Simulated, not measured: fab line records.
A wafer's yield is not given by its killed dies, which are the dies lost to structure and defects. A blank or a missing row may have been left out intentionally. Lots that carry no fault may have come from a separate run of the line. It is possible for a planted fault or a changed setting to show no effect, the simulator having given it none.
Tool commonality check / flow gf180mcu / Lots sampled 11, wafers sampled 33

THE REASON FOR OPENING IT
At GF_HV_LDD_TW_MEAS_11 the reading HV_LDD_TW is flagged on 2 of 11 lots. Wafers without a fault read 2409, standard deviation 12.
Rule: a lot is flagged in two cases, either no wafer of it has a number, or all its wafers with numbers fall more than 4 standard deviations from that mean. All remaining lots are regarded as sound.

lot=L412; measured=day 10 11:06; on=film-metro-01; HV_LDD_TW, wafer by wafer=2413 2420 2419; flag=
lot=L413; measured=day 10 15:35; on=film-metro-01; HV_LDD_TW, wafer by wafer=2425 2423 2431; flag=
lot=L414; measured=day 11 00:53; on=film-metro-01; HV_LDD_TW, wafer by wafer=2413 2405 2403; flag=
lot=L415; measured=day 11 07:37; on=film-metro-02; HV_LDD_TW, wafer by wafer=2394 2388 2392; flag=
lot=L416; measured=day 11 09:34; on=film-metro-01; HV_LDD_TW, wafer by wafer=2416 2407 2418; flag=
lot=L418; measured=day 12 04:59; on=film-metro-02; HV_LDD_TW, wafer by wafer=2394 2412 2432; flag=
lot=L419; measured=day 12 08:55; on=film-metro-01; HV_LDD_TW, wafer by wafer=2403 2413 2414; flag=
lot=L420; measured=day 12 16:40; on=film-metro-03; HV_LDD_TW, wafer by wafer=2416 2409 2419; flag=
lot=L425; measured=day 14 08:40; on=film-metro-01; HV_LDD_TW, wafer by wafer=2841 2866 2847; flag=FLAGGED
lot=L426; measured=day 14 16:58; on=film-metro-01; HV_LDD_TW, wafer by wafer=2848 2843 2855; flag=FLAGGED
lot=L431; measured=day 16 12:34; on=film-metro-02; HV_LDD_TW, wafer by wafer=2416 2405 2410; flag=
Average over the flagged lots: 2850; offset from the usual +441, equal to +37 standard deviations.

LOT BY LOT: THE TOOL USED
3 process steps preceding the reading are held in the record, out of 602 steps in the route. In each cell: the tool, then ch and the chambers that the sampled wafers went through, then the start.
lot=L412; flag=; GF_STI_STRIP_15=plasma-asher-04 ch 0,1, day 2 06:52; GF_POLY_GATE_ETCH_12=rie-diel-02 ch 0,1,3, day 9 12:32; GF_HV_LDD_IMPLANT_09=implanter-01 ch 0, day 10 10:52
lot=L413; flag=; GF_STI_STRIP_15=plasma-asher-01 ch 0,1, day 2 12:17; GF_POLY_GATE_ETCH_12=rie-diel-02 ch 1,2, day 9 19:35; GF_HV_LDD_IMPLANT_09=implanter-01 ch 0, day 10 15:22
lot=L414; flag=; GF_STI_STRIP_15=plasma-asher-01 ch 0,1, day 2 16:44; GF_POLY_GATE_ETCH_12=rie-diel-01 ch 1,2,3, day 10 02:25; GF_HV_LDD_IMPLANT_09=implanter-03 ch 0, day 11 00:38
lot=L415; flag=; GF_STI_STRIP_15=plasma-asher-01 ch 0,1, day 3 00:43; GF_POLY_GATE_ETCH_12=rie-diel-03 ch 0,1,2, day 10 10:40; GF_HV_LDD_IMPLANT_09=implanter-03 ch 0, day 11 07:22
lot=L416; flag=; GF_STI_STRIP_15=plasma-asher-04 ch 0,1, day 3 03:01; GF_POLY_GATE_ETCH_12=rie-diel-02 ch 0,1,2, day 10 13:05; GF_HV_LDD_IMPLANT_09=implanter-01 ch 0, day 11 09:20
lot=L418; flag=; GF_STI_STRIP_15=plasma-asher-04 ch 0,1, day 3 13:35; GF_POLY_GATE_ETCH_12=rie-diel-03 ch 1,2,3, day 11 06:53; GF_HV_LDD_IMPLANT_09=implanter-03 ch 0, day 12 04:44
lot=L419; flag=; GF_STI_STRIP_15=plasma-asher-01 ch 1, day 3 18:50; GF_POLY_GATE_ETCH_12=rie-diel-01 ch 0,1,3, day 11 11:56; GF_HV_LDD_IMPLANT_09=implanter-03 ch 0, day 12 08:40
lot=L420; flag=; GF_STI_STRIP_15=plasma-asher-01 ch 0,1, day 4 00:58; GF_POLY_GATE_ETCH_12=rie-diel-01 ch 1,2,3, day 11 19:31; GF_HV_LDD_IMPLANT_09=implanter-03 ch 0, day 12 16:26
lot=L425; flag=FLAGGED; GF_STI_STRIP_15=plasma-asher-01 ch 0,1, day 5 04:32; GF_POLY_GATE_ETCH_12=rie-diel-02 ch 0,1,2, day 13 10:47; GF_HV_LDD_IMPLANT_09=implanter-01 ch 0, day 14 08:25
lot=L426; flag=FLAGGED; GF_STI_STRIP_15=plasma-asher-01 ch 1, day 5 06:55; GF_POLY_GATE_ETCH_12=rie-diel-03 ch 0,2, day 13 18:29; GF_HV_LDD_IMPLANT_09=implanter-01 ch 0, day 14 16:44
lot=L431; flag=; GF_STI_STRIP_15=plasma-asher-01 ch 0,1, day 6 09:56; GF_POLY_GATE_ETCH_12=rie-diel-01 ch 0,1,2, day 15 11:53; GF_HV_LDD_IMPLANT_09=implanter-04 ch 0, day 16 12:20
What is done by these steps:
- GF_STI_STRIP_15: strips in O2/N2.
- GF_POLY_GATE_ETCH_12: etches BARC in N2/H2.
- GF_HV_LDD_IMPLANT_09
- GF_HV_LDD_TW_MEAS_11

FLAGGED AGAINST TOTAL, ONE TOOL AT A TIME (gauges that did the reading follow at the end)
step=GF_STI_STRIP_15; tool=plasma-asher-01; lots run=8; flagged=2; share of the flagged lots=all; sound lots run after its first flagged lot=1 (L431)
step=GF_STI_STRIP_15; tool=plasma-asher-04; lots run=3; flagged=0; share of the flagged lots=none; sound lots run after its first flagged lot=-
step=GF_POLY_GATE_ETCH_12; tool=rie-diel-01; lots run=4; flagged=0; share of the flagged lots=none; sound lots run after its first flagged lot=-
step=GF_POLY_GATE_ETCH_12; tool=rie-diel-02; lots run=4; flagged=1; share of the flagged lots=some; sound lots run after its first flagged lot=0
step=GF_POLY_GATE_ETCH_12; tool=rie-diel-03; lots run=3; flagged=1; share of the flagged lots=some; sound lots run after its first flagged lot=0
step=GF_HV_LDD_IMPLANT_09; tool=implanter-01; lots run=5; flagged=2; share of the flagged lots=all; sound lots run after its first flagged lot=0
step=GF_HV_LDD_IMPLANT_09; tool=implanter-03; lots run=5; flagged=0; share of the flagged lots=none; sound lots run after its first flagged lot=-
step=GF_HV_LDD_IMPLANT_09; tool=implanter-04; lots run=1; flagged=0; share of the flagged lots=none; sound lots run after its first flagged lot=-
step=GF_HV_LDD_TW_MEAS_11; tool=film-metro-01; lots run=7; flagged=2; share of the flagged lots=all; sound lots run after its first flagged lot=0
step=GF_HV_LDD_TW_MEAS_11; tool=film-metro-02; lots run=3; flagged=0; share of the flagged lots=none; sound lots run after its first flagged lot=-
step=GF_HV_LDD_TW_MEAS_11; tool=film-metro-03; lots run=1; flagged=0; share of the flagged lots=none; sound lots run after its first flagged lot=-

WHAT THE TABLE ALLOWS
In the table, 3 rows ran each flagged lot (plasma-asher-01 at GF_STI_STRIP_15; implanter-01 at GF_HV_LDD_IMPLANT_09; film-metro-01 at GF_HV_LDD_TW_MEAS_11).
- plasma-asher-01 at GF_STI_STRIP_15: 2 of its 8 lots flagged. After the first flagged lot (L431), sound lots still ran on it; a lasting fault on the whole tool would not permit that.
- implanter-01 at GF_HV_LDD_IMPLANT_09: 2 of its 5 lots flagged. A fault beginning between L416 (day 11 09:20), its last sound lot, and L425 (day 14 08:25), its first flagged one, fits the data. Its own readings (dose-ions-cm2, faraday-current-uA) fall more than 4 standard deviations out on all wafers of the flagged lots.
- film-metro-01 at GF_HV_LDD_TW_MEAS_11: 2 of its 7 lots flagged. A fault beginning between L419 (day 12 08:55), its last sound lot, and L425 (day 14 08:40), its first flagged one, fits the data.
A lot count leaves these 2 tools indistinguishable: every one of them fits a fault beginning at some hour. More lots, or a look at what each step does to the wafer, might.

WHAT THE SIMULATOR HAD INSERTED
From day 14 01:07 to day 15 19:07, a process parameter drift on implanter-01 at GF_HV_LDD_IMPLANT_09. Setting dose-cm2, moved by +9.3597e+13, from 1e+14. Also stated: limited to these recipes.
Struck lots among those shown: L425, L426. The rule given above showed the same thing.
